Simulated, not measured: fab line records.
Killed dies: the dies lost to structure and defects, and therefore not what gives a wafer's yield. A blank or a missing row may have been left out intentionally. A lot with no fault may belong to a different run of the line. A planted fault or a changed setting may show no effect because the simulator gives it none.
fab line records	flow sky130
[record] lots = 5	wafers = 15	lastDay = 49
route steps=708 shown VIA3@588 METAL4@598 CAP2M@603
lots that met no fault: taken from a fault-free run of the same line
startH: hours from the record's opening day to when the first of the lot's shown wafers began	waitH: hours elapsed since this lot's preceding step	" unchanged from the row above	L1.1+2: a row that stands for several wafers	- no value, or no start given	* or withheld: withheld	< > ~ a bound
route shown NAME@n: NAME is a module with steps in the file, n the number in the route of the first one	usual: mean/standard deviation taken from wafers without a fault	same: alike in all rows	chamber/n: place in a boat	sites: per-site readings	_std_site: the values' standard deviation	_edge_site: mean of outer sites minus mean of inner sites	radiusMm: how far each site lies from the wafer's centre	mask NAME#n: copy n	behind: the last tool/chamber to shape the wafer	hold: cause of the lot's hold/its duration in hours/its outcome	device: the transistor (n, p or np) that didn't switch	end of line: the same wafers' tests at the end of the route	where a step has no rows: the recipe by itself	killed: not the wafer's yield, but the dies lost to structure and defects at the first sort	map: dies across one wafer; x = killed, . = not, _ = none there
set.NAME: the setting as run; set.NAME@STEP: as run at that earlier step	model.NAME: the simulator's own value behind a step, which no gauge read
lots seen at some steps along the route; tables by step, rows by wafer
services: from which hour (startH, from the record's first day; less than 0 if before it) a tool's chamber was out of use, for how many hours, and why
[[steps]]
[step SKY_VIA3_ETCH_15]
[recipe] target = SiO2	chemistry = C4F8/O2/Ar	targetDepthNm = 507	stopOn = TiN	maskMaterial = KrF-thick	sourceW = 1500	biasW = 1200	pressureMtorr = 40	c4f8FlowSccm = withheld	O2_flow_sccm = 6	Ar_flow_sccm = 300	timeS = 78
[step SKY_VIA3_STRIP_16]
[recipe] chemistry = O2/N2	powerW = 1400	pressureMtorr = 1500	platenTempC = withheld	o2FlowSccm = 3000	n2FlowSccm = 300	overashFraction = 0.5
[step SKY_VIA3_STRIP_17]
[recipe] chemistry = postEtchResidueRemover	timeS = 1200	tempC = 72.5
[step SKY_VIA3_CLEAN_18]
[recipe] chemistry = IPA	timeS = 180	tempC = 25
[step SKY_VIA3_CLEAN_19]
[recipe] chemistry = O3/DIW	dry = n2Spin
[step SKY_VIA3_SPUTTER_20]
[recipe] material = TiN	targetThkNm = 20	chamberPressurePa = 5	powerW = 4000	timeS = 80
[step SKY_VIA3_CVD_21]
[recipe] material = W	targetThkNm = 390	timeS = 117.31	tempC = 400	pressureTorr = 40
[step SKY_VIA3_RS_MEAS_22]
[recipe] thkMeasGauge = four-point-probe	reads = W_of_VIA3_CVD_21+TiN_of_VIA3_SPUTTER_20
[usual] VIA3_W_RS = 0.294/0.0034
lot.wafer	tool	chamber	startH	waitH	VIA3_W_RS[ohm/sq]
L869.1	filmMetro-01	-	968.00	0.1	0.300
L869.3	"	-	"	"	0.297
L869.5	"	-	"	"	0.295
L872.2	filmMetro-02	-	986.82	0.1	0.291
L872.4	"	-	"	"	0.289
L872.6	"	-	"	"	0.292
L873.4	filmMetro-03	-	995.23	0.1	0.296
L873.5	"	-	"	"	0.294
L873.6	"	-	"	"	0.294
L880.3	filmMetro-02	-	1039.20	0.1	0.297
L880.5	"	-	"	"	0.298
L880.6	"	-	"	"	0.293
L882.2	filmMetro-02	-	1054.56	0.1	0.295
L882.3	"	-	"	"	0.291
L882.5	"	-	"	"	0.294
[step SKY_VIA3_THK_MEAS_23]
[recipe] thkMeasGauge = xrf	reads = W_of_VIA3_CVD_21
[usual] VIA3_W_THK = 373/7.6
lot.wafer	tool	chamber	startH	waitH	VIA3_W_THK[nm]
L869.1	filmMetro-01	-	968.12	0.1	373
L869.3	"	-	"	"	380
L869.5	"	-	"	"	384
L872.2	filmMetro-02	-	986.93	0.1	370
L872.4	"	-	"	"	373
L872.6	"	-	"	"	370
L873.4	filmMetro-03	-	995.32	0.1	369
L873.5	"	-	"	"	373
L873.6	"	-	"	"	371
L880.3	filmMetro-02	-	1039.30	0.1	367
L880.5	"	-	"	"	365
L880.6	"	-	"	"	368
L882.2	filmMetro-02	-	1054.67	0.1	369
L882.3	"	-	"	"	374
L882.5	"	-	"	"	371
[step SKY_VIA3_CMP_24]
[recipe] stopOn = SiO2	tOverpolishS = 20	downForcePsi = 3.5	platenRpm = 60	targetThkNm = 0	padVelocityMS = 0.94248
[usual] motorCurrentA = 11.6/1.3	overpolishRunS = 20.002/0.0094	timeToEndpointS = 93/3.4
[same] tOverpolishS = 20
lot.wafer	tool	chamber	startH	waitH	motorCurrentA	overpolishRunS	timeToEndpointS
L869.3	cmp-01	3	968.23	0.1	12.0	20.000	88
L869.1	"	0	"	"	11.0	20.016	88
L869.5	"	3	"	"	11.8	19.999	87
L872.2	cmp-02	3	986.98	0.0	10.6	20.000	98
L872.4	"	1	"	"	13.9	20.000	99
L872.6	"	3	"	"	10.3	19.998	95
L873.4	cmp-01	0	995.45	0.1	10.7	19.993	92
L873.6	"	2	"	"	9.7	20.009	95
L873.5	"	3	"	"	11.6	20.003	91
L880.3	cmp-02	1	1039.34	0.0	13.2	20.018	95
L880.6	"	1	"	"	14.3	20.011	98
L880.5	"	2	"	"	10.7	19.994	91
L882.3	cmp-02	0	1054.72	0.0	12.2	20.004	95
L882.2	"	2	"	"	11.4	20.018	94
L882.5	"	0	"	"	12.5	19.998	99
[step SKY_METAL4_SPUTTER_00]
[recipe] material = Ti	targetThkNm = 15	powerW = 3000	timeS = 10	chamberPressurePa = 0.4
[step SKY_METAL4_SPUTTER_01]
[recipe] material = TiN	targetThkNm = 20	powerW = 6500	timeS = 16.7	chamberPressurePa = 0.4
[usual] throttleValvePct = 30.1/0.69
lot.wafer	tool	chamber	startH	waitH	throttleValvePct
L869.1	pvdSputter-02	-	968.51	0.0	30.5
L869.3	"	-	"	"	30.3
L869.5	"	-	"	"	30.1
L872.2	pvdSputter-01	-	987.31	0.0	30.3
L872.4	"	-	"	"	28.9
L872.6	"	-	"	"	28.8
L873.4	pvdSputter-04	-	995.67	0.0	30.7
L873.5	"	-	"	"	29.8
L873.6	"	-	"	"	30.7
L880.3	pvdSputter-01	-	1039.66	0.0	29.0
L880.5	"	-	"	"	28.9
L880.6	"	-	"	"	30.3
L882.2	pvdSputter-04	-	1055.04	0.0	29.8
L882.3	"	-	"	"	29.6
L882.5	"	-	"	"	30.7
[step SKY_METAL4_SPUTTER_02]
[recipe] material = AlCu	targetThkNm = 735	powerW = 10600	timeS = 39.1	chamberPressurePa = 0.4
[usual] throttleValvePct = 30.1/0.7
lot.wafer	tool	chamber	startH	waitH	throttleValvePct	model.AlCu_of_METAL4_SPUTTER_02.thkNm
L869.1	pvdSputter-02	-	968.53	0.0	30.4	730
L869.3	"	-	"	"	30.2	727.8
L869.5	"	-	"	"	30.5	730
L872.2	pvdSputter-01	-	987.33	0.0	30.4	731.4
L872.4	"	-	"	"	28.5	729.7
L872.6	"	-	"	"	29.1	733.5
L873.4	pvdSputter-04	-	995.70	0.0	30.4	737.2
L873.5	"	-	"	"	29.9	743.3
L873.6	"	-	"	"	30.6	737.4
L880.3	pvdSputter-01	-	1039.68	0.0	28.9	733
L880.5	"	-	"	"	28.9	732
L880.6	"	-	"	"	30.6	991.6
L882.2	pvdSputter-04	-	1055.06	0.0	29.6	742.1
L882.3	"	-	"	"	29.8	739.2
L882.5	"	-	"	"	30.6	736.9
[step SKY_METAL4_SPUTTER_03]
[recipe] material = Ti	targetThkNm = 5	powerW = 3000	timeS = 3.3	chamberPressurePa = 0.4
[usual] throttleValvePct = 30.1/0.68
lot.wafer	tool	chamber	startH	waitH	throttleValvePct
L869.1	pvdSputter-02	-	968.57	0.0	30.3
L869.3	"	-	"	"	30.4
L869.5	"	-	"	"	30.3
L872.2	pvdSputter-01	-	987.37	0.0	30.6
L872.4	"	-	"	"	28.8
L872.6	"	-	"	"	29.0
L873.4	pvdSputter-04	-	995.73	0.0	30.6
L873.5	"	-	"	"	29.4
L873.6	"	-	"	"	30.6
L880.3	pvdSputter-01	-	1039.72	0.0	29.1
L880.5	"	-	"	"	29.1
L880.6	"	-	"	"	30.3
L882.2	pvdSputter-04	-	1055.10	0.0	29.5
L882.3	"	-	"	"	29.6
L882.5	"	-	"	"	30.4
[step SKY_METAL4_SPUTTER_04]
[recipe] material = TiN	targetThkNm = 70	powerW = 6500	timeS = 58.3	chamberPressurePa = 0.4
[step SKY_CAP2M_CVD_00]
[recipe] material = SiO2	targetThkNm = 15.5	tempC = 400	timeS = withheld	rfW = 450
[step SKY_CAP2M_THK_MEAS_01]
[recipe] reads = SiO2_of_CAP2M_CVD_00
[usual] CAP2M_CVD_00_THK = 15.53/0.2
lot.wafer	tool	chamber	startH	waitH	CAP2M_CVD_00_THK[nm]
L869.1	filmMetro-04	-	968.66	-	15.46
L869.3	"	-	"	"	15.75
L869.5	"	-	"	"	15.58
L872.2	filmMetro-03	-	987.51	-	15.62
L872.4	"	-	"	"	15.51
L872.6	"	-	"	"	15.50
L873.4	filmMetro-01	-	995.85	-	15.48
L873.5	"	-	"	"	15.63
L873.6	"	-	"	"	15.73
L880.3	filmMetro-01	-	1039.83	-	15.12
L880.5	"	-	"	"	15.36
L880.6	"	-	"	"	15.60
L882.2	filmMetro-04	-	1055.20	-	15.32
L882.3	"	-	"	"	15.34
L882.5	"	-	"	"	15.51
[step SKY_CAP2M_SPUTTER_02]
[recipe] material = TiN	targetThkNm = 200	tempC = 300	powerW = 6500	timeS = 166.7	chamberPressurePa = 0.4
[usual] throttleValvePct = 30.5/0.96
lot.wafer	tool	chamber	startH	waitH	throttleValvePct
L869.1	pvdSputter-03	-	968.72	0.1	30.1
L869.3	"	-	"	"	32.2
L869.5	"	-	"	"	28.8
L872.2	pvdSputter-03	-	987.56	0.0	31.9
L872.4	"	-	"	"	29.0
L872.6	"	-	"	"	29.1
L873.4	pvdSputter-03	-	995.88	0.0	28.9
L873.5	"	-	"	"	29.0
L873.6	"	-	"	"	30.2
L880.3	pvdSputter-02	-	1039.87	0.0	30.5
L880.5	"	-	"	"	31.1
L880.6	"	-	"	"	30.0
L882.2	pvdSputter-02	-	1055.25	0.0	31.1
L882.3	"	-	"	"	30.1
L882.5	"	-	"	"	30.2
[step SKY_CAP2M_RS_MEAS_03]
[recipe] thkMeasGauge = four-point-probe	reads = TiN_of_CAP2M_SPUTTER_02
[usual] CAP2M_TIN_RS = 6.87/0.073
lot.wafer	tool	chamber	startH	waitH	CAP2M_TIN_RS[ohm/sq]
L869.1	filmMetro-03	-	968.83	0.1	6.87
L869.3	"	-	"	"	6.86
L869.5	"	-	"	"	6.88
L872.2	filmMetro-04	-	987.69	0.1	6.88
L872.4	"	-	"	"	6.85
L872.6	"	-	"	"	6.89
L873.4	filmMetro-01	-	996.05	0.1	6.84
L873.5	"	-	"	"	6.73
L873.6	"	-	"	"	6.89
L880.3	filmMetro-04	-	1040.02	0.1	6.80
L880.5	"	-	"	"	6.70
L880.6	"	-	"	"	6.77
L882.2	filmMetro-01	-	1055.40	0.1	6.77
L882.3	"	-	"	"	6.85
L882.5	"	-	"	"	6.83
[step SKY_CAP2M_THK_MEAS_04]
[recipe] thkMeasGauge = xrf	reads = TiN_of_CAP2M_SPUTTER_02
[usual] CAP2M_TIN_THK = 201.6/2.3
lot.wafer	tool	chamber	startH	waitH	CAP2M_TIN_THK[nm]
L869.1	filmMetro-03	-	968.95	0.1	201.8
L869.3	"	-	"	"	202.2
L869.5	"	-	"	"	200.6
L872.2	filmMetro-04	-	987.80	0.1	202.9
L872.4	"	-	"	"	203.4
L872.6	"	-	"	"	202.0
L873.4	filmMetro-01	-	996.14	0.1	202.0
L873.5	"	-	"	"	205.8
L873.6	"	-	"	"	200.5
L880.3	filmMetro-04	-	1040.12	0.1	203.4
L880.5	"	-	"	"	206.0
L880.6	"	-	"	"	204.8
L882.2	filmMetro-01	-	1055.51	0.1	206.2
L882.3	"	-	"	"	203.4
L882.5	"	-	"	"	204.9
[step SKY_CAP2M_DEHYDRATE_05]
[recipe] tempC = 200	timeS = 60
[step SKY_CAP2M_HMDS_06]
[recipe] primeTimeS = 60	primeTempC = 120
[step SKY_CAP2M_COAT_07]
[recipe] resist = NOVOLAK	spinRpm = 3000	resistThkNm = 1140
[step SKY_CAP2M_SOFTBAKE_08]
[recipe] tempC = 90	timeS = 60	resist = NOVOLAK
[step SKY_CAP2M_EXPOSE_09]
[recipe] maskId = CAP2M	na = 0.6	sourceShape = conventional	sigmaOuter = 0.6	polarization = unpolarized	targetCdNm = 1000	doseMj = 159
[step SKY_CAP2M_PEB_10]
[recipe] tempC = withheld	timeS = *	resist = NOVOLAK
[step SKY_CAP2M_DEVELOP_11]
[recipe] resist = NOVOLAK	developer = TMAH	developTimeS = 60	devTempC = 23
[step SKY_CAP2M_OVL_MEAS_12]
[usual] CAP2M_OVL = -0.9/1.3
lot.wafer	tool	chamber	startH	waitH	CAP2M_OVL[nm]
L869.1	overlay-01	-	992.20	0.1	-0.8
L869.3	"	-	"	"	-0.6
L869.5	"	-	"	"	-1.0
L872.2	overlay-01	-	1010.40	0.1	0.9
L872.4	"	-	"	"	-1.2
L872.6	"	-	"	"	0.4
L873.4	overlay-01	-	1018.77	0.1	0.6
L873.5	"	-	"	"	1.0
L873.6	"	-	"	"	0.8
L880.3	overlay-02	-	1061.13	0.1	-1.3
L880.5	"	-	"	"	-3.0
L880.6	"	-	"	"	-1.4
L882.2	overlay-02	-	1076.66	0.1	-2.4
L882.3	"	-	"	"	-1.8
L882.5	"	-	"	"	-3.6
[step SKY_CAP2M_METAL_ETCH_13]
[recipe] targetDepthNm = 220	stopOn = SiO2	chemistry = Cl2/BCl3	target = TiN	pressureMtorr = 10	icpW = 900	biasW = 48.5	Cl2_flow_sccm = 60	bcl3FlowSccm = 30	timeS = 62.9
[usual] drypumpMotorCurrentA = 5.6/0.48	oesProductAu = 0.945/0.0076	throttleValvePct = 21.900/0.01
lot.wafer	tool	chamber	startH	waitH	drypumpMotorCurrentA	oesProductAu	rfHoursCounterH	throttleValvePct
L869.1	rieMetal-02	0	992.23	0.0	5.8	0.947	20	21.902
L869.3	"	0	"	"	5.8	0.945	-	21.911
L869.5	"	0	"	"	5.8	0.947	-	21.886
L872.2	rieMetal-04	1	1010.46	0.0	5.5	0.946	-	21.890
L872.4	"	1	"	"	5.5	0.947	-	21.882
L872.6	"	1	"	"	5.5	0.948	-	21.908
L873.4	rieMetal-04	1	1018.86	0.1	5.5	0.948	-	21.912
L873.5	"	1	"	"	5.5	0.958	-	21.890
L873.6	"	1	"	"	5.5	0.946	-	21.886
L880.3	rieMetal-02	0	1061.18	0.0	5.8	0.945	-	21.889
L880.5	"	0	"	"	5.8	0.960	-	21.888
L880.6	"	1	"	"	6.3	0.954	-	21.895
L882.2	rieMetal-04	0	1076.69	0.0	6.3	0.949	4	21.895
L882.3	"	0	"	"	6.4	0.946	-	21.886
L882.5	"	0	"	"	6.3	0.948	-	21.893
[step SKY_CAP2M_STRIP_14]
[recipe] chemistry = O2/N2	powerW = 1400	pressureMtorr = 1500	platenTempC = withheld	o2FlowSccm = 3000	n2FlowSccm = 300	overashFraction = 0.5
[step SKY_CAP2M_STRIP_15]
[recipe] chemistry = postEtchResidueRemover	timeS = 1200	tempC = 72.5
[step SKY_CAP2M_CLEAN_16]
[recipe] chemistry = IPA	timeS = 180	tempC = 25
[step SKY_CAP2M_CLEAN_17]
[recipe] chemistry = O3/DIW	dry = n2Spin
[step SKY_METAL4_DEHYDRATE_05]
[recipe] tempC = 200	timeS = 60
[step SKY_METAL4_HMDS_06]
[recipe] primeTimeS = 60	primeTempC = 120
[step SKY_METAL4_COAT_07]
[recipe] resist = BARC	tempC = withheld	timeS = withheld	spinRpm = 3000	resistThkNm = 60
[step SKY_METAL4_COAT_08]
[recipe] resist = KrF-thick	spinRpm = 3000	resistThkNm = 1140
[step SKY_METAL4_SOFTBAKE_09]
[recipe] tempC = 100	timeS = 90	resist = KrF-thick
[step SKY_METAL4_EXPOSE_10]
[recipe] maskId = MM4	na = 0.68	sourceShape = annular	sigmaInner = 0.4	sigmaOuter = 0.8	targetCdNm = 300	doseMj = 28
[step SKY_METAL4_PEB_11]
[recipe] pebTempC = withheld	pebTimeS = withheld	resist = KrF-thick
[step SKY_METAL4_DEVELOP_12]
[recipe] developTimeS = 60	resist = KrF-thick	devTempC = 21
[step SKY_METAL4_CD_MEAS_13]
[recipe] targetCdNm = 300
[usual] cdNm = 299.9/1.2
lot.wafer	tool	chamber	startH	waitH	cdNm
L869.1	cdSem-02	-	1015.82	-	299.3
L869.3	"	-	"	"	300.2
L869.5	"	-	"	"	298.7
L872.2	cdSem-02	-	1033.58	-	301.8
L872.4	"	-	"	"	302.8
L872.6	"	-	"	"	301.0
L873.4	cdSem-02	-	1042.23	-	300.5
L873.5	"	-	"	"	299.6
L873.6	"	-	"	"	299.9
L880.3	cdSem-02	-	1082.86	-	298.4
L880.5	"	-	"	"	299.3
L880.6	"	-	"	"	299.1
L882.2	cdSem-01	-	1098.04	-	299.1
L882.3	"	-	"	"	299.8
L882.5	"	-	"	"	298.2
[step SKY_METAL4_METAL_ETCH_18]
[recipe] targetDepthA = 8450	stopOn = SiO2	overEtchFrac = 0.3	timeS = 183.1	chemistry = Cl2/BCl3	resistSidewallDeg = 88	pressureMtorr = 10	icpW = 900	biasW = 48.5	Cl2_flow_sccm = 60	bcl3FlowSccm = 30
[usual] drypumpMotorCurrentA = 5.7/0.51	oesProductAu = 0.866/0.0054	throttleValvePct = 22.263/0.0088
lot.wafer	tool	chamber	startH	waitH	drypumpMotorCurrentA	oesProductAu	rfHoursCounterH	throttleValvePct
L869.1	rieMetal-01	1	1016.13	0.0	5.1	0.865	15	22.272
L869.3	"	0	"	"	6.2	0.868	-	22.264
L869.5	"	0	"	"	6.2	0.857	-	22.273
L872.2	rieMetal-03	0	1033.87	0.0	4.9	0.867	20	22.276
L872.4	"	1	"	"	5.5	0.861	-	22.259
L872.6	"	1	"	"	5.5	0.873	-	22.259
L873.4	rieMetal-02	1	1042.53	0.1	6.3	0.865	-	22.269
L873.5	"	0	"	"	5.7	0.866	-	22.280
L873.6	"	1	"	"	6.2	0.874	-	22.246
L880.3	rieMetal-02	0	1083.18	0.1	5.8	0.869	-	22.270
L880.5	"	0	"	"	5.8	0.863	-	22.274
L880.6	"	1	"	"	6.2	0.996	-	22.271
L882.2	rieMetal-01	1	1098.33	0.0	5.1	0.872	21	22.259
L882.3	"	1	"	"	5.1	0.862	-	22.254
L882.5	"	0	"	"	6.2	0.867	-	22.287
[[services]]
tool	chamber	startH	hours	kind
rieMetal-01	-	944.82	4.3	pm
pvdSputter-02	3	953.85	-	consumableReplace:kit
pvdSputter-02	3	953.85	18.0	scheduledDown
pvdSputter-02	3	953.85	18.0	ventCycle
rieMetal-01	-	970.23	0.5	repair
pvdSputter-03	-	988.03	3.4	repair
rieMetal-02	-	1010.25	14.6	pm
rieMetal-04	-	1013.40	0.1	repair
rieMetal-04	1	1019.89	15.9	repair
pvdSputter-04	-	1020.62	0.9	repair
cmp-01	-	1039.91	1.2	repair
pvdSputter-04	1	1041.35	-	consumableReplace:kit
pvdSputter-04	1	1041.35	18.0	scheduledDown
pvdSputter-04	1	1041.35	18.0	ventCycle
pvdSputter-03	-	1052.32	6.8	repair
cmp-02	-	1064.51	0.4	repair
pvdSputter-01	2	1064.88	-	consumableReplace:kit
pvdSputter-01	2	1064.88	18.0	scheduledDown
pvdSputter-01	2	1064.88	18.0	ventCycle
pvdSputter-02	2	1073.81	-	consumableReplace:kit
cmp-02	-	1080.51	2.8	repair
cmp-02	-	1084.03	4.0	pm
pvdSputter-03	-	1085.42	2.2	repair
rieMetal-03	-	1096.68	0.3	repair
[[key]]
[firstSign] step = SKY_METAL4_METAL_ETCH_18	reading = oesProductAu	direction = up	sigmas = 24	usual = 0.866	struck = 0.996
effect none on later readings
[modelEffect] step = SKY_METAL4_SPUTTER_02	value = AlCu_of_METAL4_SPUTTER_02.thkNm	without = 734.9	struck = 991.6
metAt SKY_METAL4_SPUTTER_02
struckWafers L880.6
laterRowsLeftOut L880.6
sortLeftOut L880.6
onsetBetween 987.33 1039.68
[fault] kind = processParameterDrift	tool = pvdSputter-01	chamber = -	onsetH = 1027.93	steps = SKY_METAL4_SPUTTER_02	channel = timeS	offset = *	shape = step	endH = 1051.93	scope = struckWafersOnly	actsIn = *	stated = *
// sortLeftOut: the simulated sort isn't trusted on such a fault, so these wafers' sort isn't shown, and their yield isn't known
// laterRowsLeftOut: the simulator's readings of these wafers behind a module that went badly wrong aren't trusted and aren't shown, but for the sort
